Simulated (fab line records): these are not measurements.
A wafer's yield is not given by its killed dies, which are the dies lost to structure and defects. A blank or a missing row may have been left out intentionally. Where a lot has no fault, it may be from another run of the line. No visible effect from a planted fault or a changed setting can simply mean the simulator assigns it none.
2 desks, one fault    flow sky130    every desk sees just its own numbers, and what lay behind them comes last

== AT THE METROLOGY DESK ==
What the gauges read for every lot (on any tool): the sampled wafers with a number, averaged. If a lot's mean is further than 4 standard deviations from the usual mean, the lot is out of limits and carries the mark OUT (the distance appears in the brackets).
Columns: A = VIA1_W_RS at SKY_VIA1_RS_MEAS_22, usual 0.428 ohm/sq; B = VIA1_W_THK at SKY_VIA1_THK_MEAS_23, usual 266 nm; C = METAL2_ALCU_RS at SKY_METAL2_RS_MEAS_05, usual 0.1234 ohm/sq; D = METAL2_ALCU_THK at SKY_METAL2_THK_MEAS_06, usual 254 nm; E = cd-nm at SKY_METAL2_CD_MEAS_15, usual 139.9 nm; F = METAL2_OVL at SKY_METAL2_OVL_MEAS_16, usual 1 nm
lot   first seen here  A      B    C       D    E      F
L224  day 38 09:49     0.427  266  0.1235  253  139.5  5
L230  day 38 10:58     0.424  270  0.1225  255  139.4  1
L233  day 39 06:13     0.438  262  0.1238  255  140.6  1
L234  day 39 19:00     0.430  266  0.1260  251  141.0  4
L236  day 40 01:49     0.436  264  0.1252  250  142.9  5
L238  day 41 14:23     0.429  263  0.1221  258  140.9  -2
Finding of this desk: none of the 6 lots has anything out of limits.

== FOR THE TOOL OWNER'S DESK: litho-track-02 ==
The tool's own readings at SKY_METAL2_COAT_09 (resist thk 60 nm): means of the sampled wafers that have a number, for each lot that ran on this tool. If a lot's mean is further than 4 standard deviations from the usual mean, the lot is out of limits and carries the mark OUT (the distance appears in the brackets).
Columns: A = spin-speed-rpm at SKY_METAL2_COAT_09, usual 2999.6 rpm
lot   first seen here  A
L230  day 39 00:38     2999.6
L233  day 39 18:26     2949.6 (-23) OUT
L234  day 40 08:31     2947.3 (-24) OUT
This desk's finding: out of limits on L233, L234; first on L233, day 39 18:26 (spin-speed-rpm at SKY_METAL2_COAT_09). L230 stayed within limits.

== BROUGHT TOGETHER ==
The tool owner's desk could have raised an alarm at day 39 18:26, on L233, L234.
At the metrology desk, nothing out of limits was observed.
The metrology desk holds a record of L233, L234, inside its limits.
Every lot named ran SKY_METAL2_COAT_09 on litho-track-02.

== WHAT THE SIMULATOR PUT IN ==
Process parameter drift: litho-track-02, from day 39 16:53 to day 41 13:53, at SKY_METAL2_COAT_09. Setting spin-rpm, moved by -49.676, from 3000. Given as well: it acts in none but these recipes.
Shown lots that were struck: L233, L234.
How many hours passed from the start of the fault until each desk's first out-of-limits reading: the tool owner's desk, 2.
